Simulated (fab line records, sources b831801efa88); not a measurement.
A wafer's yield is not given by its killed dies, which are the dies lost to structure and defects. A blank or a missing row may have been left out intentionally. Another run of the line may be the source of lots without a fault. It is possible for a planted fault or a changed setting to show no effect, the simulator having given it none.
Struck lot and sound lot, side by side :: flow sky130 :: 16 out of 708 route steps
Sound: wafers L159.3, L159.4, L159.6. Struck: wafer L164.4 (L164.2, L164.6, from the same lot, were not struck and are left out); the cause is given at the end.
At each step with rows: each side's tool, then ch and its chambers, then its first start. Under that, the readings that differ: sound wafers :: struck wafers :: difference of the means :: sigmas: that difference in standard deviations of wafers without a fault.
alike: a reading whose means differ by less than 2 such deviations, as well as words and numbers matching on both sides. not compared: withheld readings; readings where some wafer has no value; bounds like >300 that might hide an equal value; numbers whose values overlap and for which the record gives no deviation.
Wherever a step has rows on one side only, a row that says differs or no value, or a row with sigmas, the two part there. Numbers that have no deviation but don't overlap get no sigmas and don't part them. Lack of a reading on every wafer of one side parts them only where that side has two or more wafers.

SKY_GATE_OXIDE_TW_MEAS_14:
  sound on filmMetro-03 at day 16 12:07; struck on filmMetro-04 at day 18 15:05
  alike: GATE_OXIDE_TW
then, 3 steps without rows for these wafers: SKY_GATE_OXIDE_CLEAN_15 (cleans in SC1/SC2, time 150 s); SKY_GATE_OXIDE_OXIDATION_16 (stabilise 600 s, purge 300 s, target thk 3.57 nm); SKY_POLY_GATE_CVD_00 (deposits poly-Si, target thk 180 nm, time 720 s).
SKY_POLY_GATE_THK_MEAS_01:
  sound on filmMetro-02 at day 16 16:07; struck on filmMetro-04 at day 18 23:56
  alike: POLY_GATE_CVD_00_THK
then, 7 steps without rows for these wafers: SKY_RES_PROTECT_DEHYDRATE_00 (time 60 s); SKY_RES_PROTECT_HMDS_01 (prime time 60 s); SKY_RES_PROTECT_COAT_02 (resist thk 1140 nm); SKY_RES_PROTECT_SOFTBAKE_03 (time 60 s); SKY_RES_PROTECT_EXPOSE_04 (exposes mask RPM, target cd 1270 nm); SKY_RES_PROTECT_PEB_05; SKY_RES_PROTECT_DEVELOP_06 (develop time 60 s).
SKY_POLY_GATE_IMPLANT_02:
  sound on implanter-02 ch 0, day 17 21:21; struck on implanter-02 ch 0, day 20 06:49
reading: beamOnS (s)
sound: 39.5 39.7 38.8
struck: 50.9
difference: +11.6
sigmas: +4

reading: faradayCurrentUA
sound: 10793 10700 11012
struck: 8364
difference: -2471
sigmas: -3
  alike: doseIonsCm2
SKY_RES_PROTECT_STRIP_07: strips in O2/N2.
  sound on plasmaAsher-02 ch 0,1, day 17 21:29; struck on plasmaAsher-02 ch 0, day 20 06:56
reading: oesProductAu (a.u.)
sound: 0.520 0.522 0.520
struck: 0.497
difference: -0.024
sigmas: -6

reading: stripTimeToEndpointS (s)
sound: 23.28 23.28 23.26
struck: 24.46
difference: +1.19
sigmas: +22
  alike: drypumpMotorCurrentA
  not compared: rfHoursCounterH
SKY_RES_PROTECT_TW_MEAS_08:
  sound on filmMetro-02 at day 17 21:34; struck on filmMetro-04 at day 20 07:03
reading: POLY_GATE_TW
sound: 3993 3985 3981
struck: 4132
difference: +146
sigmas: +3
-- the record jumps here: 29 days lie between the struck wafers' starts before and after (it left off in module RES_PROTECT and takes up again in module PAD_OPEN, whose first step shown is number 708 of the route) --
SKY_PAD_OPEN_PROBE_99:
  sound on prober-01 at day 47 16:58; struck on prober-01 at day 49 06:00
reading: model.etest.resPoly.lineOhmUm
sound: 528.3 513 528
struck: 414.3
difference: -108.8
sigmas: 

reading: model.etest.liconPoly.rcOhm
sound: 146.2 156.5 150.3
struck: 118.5
difference: -32.5
sigmas: 

reading: model.etest.resPoly.rsOhmSq
sound: 49.07 48.97 48.63
struck: 41.16
difference: -7.73
sigmas: 
  alike: killed_at_M0_to_M3, killed_at_M4_up, killedAtContacts, killedAtFrontEnd, killedAtOther, killedDies, killedOpen, killedShort

== WHERE THEY PART ==
First at SKY_POLY_GATE_IMPLANT_02; last, within this record, at SKY_RES_PROTECT_TW_MEAS_08. Later steps at which nothing parts them and some readings are alike: SKY_PAD_OPEN_PROBE_99.

WHY: what the simulator had put in
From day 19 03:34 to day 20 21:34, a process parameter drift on implanter-02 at SKY_POLY_GATE_IMPLANT_02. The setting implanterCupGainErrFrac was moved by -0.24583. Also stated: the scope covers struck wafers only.
